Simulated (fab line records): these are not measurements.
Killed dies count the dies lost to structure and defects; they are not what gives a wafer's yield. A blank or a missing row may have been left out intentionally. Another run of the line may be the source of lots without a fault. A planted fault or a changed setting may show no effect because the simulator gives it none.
One fault through the eyes of 2 desks    flow gf180mcu    what lay behind the numbers comes last; until then each desk has only its own

## THE METROLOGY DESK
Means of the sampled wafers that have a number, per lot and without regard to the tool the lot ran on: this is what the gauges read. If a lot's mean is further than 4 standard deviations from the usual mean, the lot is out of limits and carries the mark OUT (the distance appears in the brackets).
Columns: A = INCOMING_BOW at GF_STI_BOW_MEAS_00, usual 1 um; B = VT_IMPLANT_02_OVL at GF_VT_IMPLANT_OVL_MEAS_29, usual -1.3 nm; C = LVPWELL_RS at GF_VT_IMPLANT_RS_MEAS_48, usual 1196 ohm/sq; D = SAB_OVL at GF_SAB_OVL_MEAS_10, usual 0.3 nm
lot   first seen here  A   B     C               D
L861  day 1 15:01      6   -1.2  1195            -0.3
L864  day 2 06:01      5   0.2   1194            -0.4
L867  day 2 21:02      2   -2.6  1198            1.3
L868  day 3 02:01      0   -1.0  1126 (-19) OUT  0.2
L869  day 3 07:01      9   -2.5  1122 (-20) OUT  1.7
L870  day 3 12:02      -4  -1.9  1189            0.9
L873  day 4 03:00      -6  -0.8  1198            0.1
L874  day 4 08:02      5   -1.3  1196            1.9
L876  day 4 18:02      0   -0.5  1191            0.6
L878  day 5 04:02      -4  -1.9  1192            1.5
L880  day 5 14:01      -2  -1.2  1192            0.6
L881  day 5 19:01      -3  -1.5  1201            0.7
L882  day 6 00:00      4   -2.6  1194            1.6
L883  day 6 05:00      -4  -0.0  1195            -0.3
Finding of this desk: L868, L869 out of limits, first seen on L868 at day 9 18:58 (LVPWELL_RS at GF_VT_IMPLANT_RS_MEAS_48). L861, L864, L867, L870, L873, L874, L876, L878, L880, L881, L882, L883: within limits.

## AT THE TOOL OWNER'S DESK: implanter-01
For each lot that ran on this tool, the mean over its sampled wafers that have a number, from the tool's own readings at GF_LVPWELL_IMPLANT_09. If a lot's mean is further than 4 standard deviations from the usual mean, the lot is out of limits and carries the mark OUT (the distance appears in the brackets).
Columns: A = dose ions cm2 at GF_LVPWELL_IMPLANT_09, usual 4.999e+12; B = faraday current uA at GF_LVPWELL_IMPLANT_09, usual 28.1
lot   first seen here  A                            B
L864  day 4 18:17      4.995e+12                    27.8
L867  day 5 12:32      4.998e+12                    28.8
L868  day 5 16:32      6.842e+12 (+99 or more) OUT  38.7 (+17) OUT
L869  day 5 22:10      6.843e+12 (+99 or more) OUT  39.0 (+18) OUT
This desk's finding: out of limits on L868, L869; first on L868, day 5 16:32 (dose ions cm2 at GF_LVPWELL_IMPLANT_09). L864, L867: within limits.

## TAKEN TOGETHER
An alarm could have come from the tool owner's desk at day 5 16:32, on L868, L869.
Metrology desk: alarm possible at day 9 18:58 on L868, L869.
All the named lots went through GF_LVPWELL_IMPLANT_09 on implanter-01.

## WHAT WAS PUT IN BY THE SIMULATOR
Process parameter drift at GF_LVPWELL_IMPLANT_09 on implanter-01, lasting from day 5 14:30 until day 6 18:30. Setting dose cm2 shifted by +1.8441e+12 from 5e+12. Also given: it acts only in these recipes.
Struck lots among those shown: L868, L869.
Fault start to first reading out of limits, in hours, per desk: tool owner, 2; metrology, 100.
